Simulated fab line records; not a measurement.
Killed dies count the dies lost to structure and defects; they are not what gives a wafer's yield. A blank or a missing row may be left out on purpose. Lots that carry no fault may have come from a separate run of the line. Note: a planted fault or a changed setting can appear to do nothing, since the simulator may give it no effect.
8D (eight disciplines) problem report, filled in by code | flow gf180mcu | the parts of the form that need people (team, actions taken, sign-off) are left out

== 1. WHAT IS WRONG ==
VT_IMPLANT_3_TW at GF_VT_IMPLANT_TW_MEAS_32 reads a mean of 141.1 on 6 wafers of 2 lots; wafers without a fault read 269.0 with a standard deviation of 1. That is -99 or more standard deviations from the usual mean.
First observed at day 11 04:40: wafer L107.2, on film_metro-03. The record holds 36 wafers of 12 lots with a number at this step. By rule, "out" or "out of limits" means more than 4 standard deviations away from the usual mean. All remaining wafers that have a number are taken as sound.

== 2. WHAT IT IS AND WHAT IT IS NOT ==
question                    | is                     | is not
which readings at this step | VT_IMPLANT_3_TW        | -
which lots                  | L107, L108             | L100, L103, L106, L111, L112, L993, L994, L997, L998, L999
which wafers of those lots  | all that have a number | -
read on which gauges        | film_metro-03          | film_metro-02, film_metro-04
when                        | from day 11 04:40      | up to then (24 sound wafers); but 6 sound wafers of L111, L112 came after

== 3. SUSPECTS, AND WHAT RULES EACH OUT ==
Counting: a tool stays on the suspect list if, at a process step up to the reading, it processed all lots that are out and no sound lot following the first of them.
- the gauge at GF_VT_IMPLANT_TW_MEAS_32 is ruled out. All the wafers that are out were read on film_metro-03, but those of them that GF_VT_IMPLANT_IMPLANT_30 has rows for are out there too, on other tools.
- implanter-04 at GF_VT_IMPLANT_IMPLANT_30: kept. It processed each lot that is out, first L107 at day 11 04:26, and no sound lot thereafter; up to then, the last sound lot it processed was L106 at day 10 19:16. Out on those wafers are its own readings of dose_ions_cm2, faraday_current_uA.
After counting, what remains is implanter-04 at GF_VT_IMPLANT_IMPLANT_30.

== 4. THE CAUSE (what the simulator had put in) ==
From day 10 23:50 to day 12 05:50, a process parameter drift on implanter-04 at GF_VT_IMPLANT_IMPLANT_30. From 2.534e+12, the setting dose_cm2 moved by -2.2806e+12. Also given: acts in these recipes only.
After counting, this tool was the only one left.

== 5. THE CHAIN OF EFFECTS, in route order ==
One row per reading whose mean, taken over the struck wafers that have a number, lies over 3 standard deviations from the usual. Readings are gone through only where the record gives a usual standard deviation; hours: the median, over the lots, of the time from a lot's start at the first step in this table giving one to that lot's start at this step; sigmas: the change measured in usual standard deviations.
hours | step                     | reading            | usual      | on struck wafers | change      | sigmas
0     | GF_VT_IMPLANT_IMPLANT_30 | dose_ions_cm2      | 2.5338e+12 | 2.5350e+11       | -2.2803e+12 | -99 or more
0     | GF_VT_IMPLANT_IMPLANT_30 | faraday_current_uA | 14.25      | 1.42             | -12.83      | -49
0     | GF_VT_IMPLANT_TW_MEAS_32 | VT_IMPLANT_3_TW    | 269.0      | 141.1            | -127.9      | -99 or more
Here are the process steps it includes:
- GF_VT_IMPLANT_IMPLANT_30

== 6. HOW IT WOULD HAVE BEEN CAUGHT EARLIER ==
In this record the first reading out of limits at a measuring or inspecting step was taken at day 11 04:40, 5 hours after the fault began at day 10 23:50.
At GF_VT_IMPLANT_IMPLANT_30, the tool's own readings (dose_ions_cm2, faraday_current_uA) were out on each struck wafer the step has a row for, so an alarm limit on them would have fired on the first such wafer.
Lots out: 2; of these, L108 started GF_VT_IMPLANT_IMPLANT_30 on implanter-04 after day 11 04:40. It would have been spared by a hold on the tool at that moment.
